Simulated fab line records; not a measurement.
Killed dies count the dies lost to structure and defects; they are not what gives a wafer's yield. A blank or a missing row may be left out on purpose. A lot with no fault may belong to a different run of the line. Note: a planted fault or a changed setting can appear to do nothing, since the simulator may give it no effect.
One fault through the eyes of 2 desks | flow sky130 | every desk sees just its own numbers, and what lay behind them comes last

TOOL OWNER'S DESK, pvd sputter-02
The tool's own readings at SKY_CONTACT_SPUTTER_23 (material TiN, target thk 20 nm, time 80 s): means of the sampled wafers that have a number, for each lot that ran on this tool. Any lot whose mean is over 4 standard deviations away from the usual mean is out of limits and marked OUT; that distance is given in the brackets.
Columns: A = throttle valve pct at SKY_CONTACT_SPUTTER_23, usual 30.0 %
lot  | first seen here | A
L477 | day 31 23:56    | 29.6
L482 | day 33 11:13    | 29.6
L484 | day 34 00:08    | 28.9
L492 | day 36 12:08    | 29.4
L499 | day 38 11:48    | 29.2
This desk found nothing out of limits on any of the 5 lots.

THE METROLOGY DESK
Lot by lot, what the gauges showed, no matter which tool ran the lot: averages of those sampled wafers that carry a number. Any lot whose mean is over 4 standard deviations away from the usual mean is out of limits and marked OUT; that distance is given in the brackets.
Columns: A = cd nm at SKY_CONTACT_CD_MEAS_14, usual 170.3 nm; B = CONTACT_OVL at SKY_CONTACT_OVL_MEAS_15, usual 0 nm
lot  | first seen here | A     | B
L477 | day 31 23:05    | 169.3 | -7
L479 | day 32 13:22    | 170.6 | -3
L482 | day 33 10:19    | 169.1 | 1
L484 | day 33 23:15    | 171.9 | 2
L492 | day 36 11:17    | 170.6 | -10
L499 | day 38 10:54    | 170.4 | 5
This desk found nothing out of limits on any of the 6 lots.

ALL TOGETHER
Nothing out of limits was seen by the tool owner's desk.
Metrology desk: nothing out of limits seen.

WHAT THE SIMULATOR HAD PUT IN
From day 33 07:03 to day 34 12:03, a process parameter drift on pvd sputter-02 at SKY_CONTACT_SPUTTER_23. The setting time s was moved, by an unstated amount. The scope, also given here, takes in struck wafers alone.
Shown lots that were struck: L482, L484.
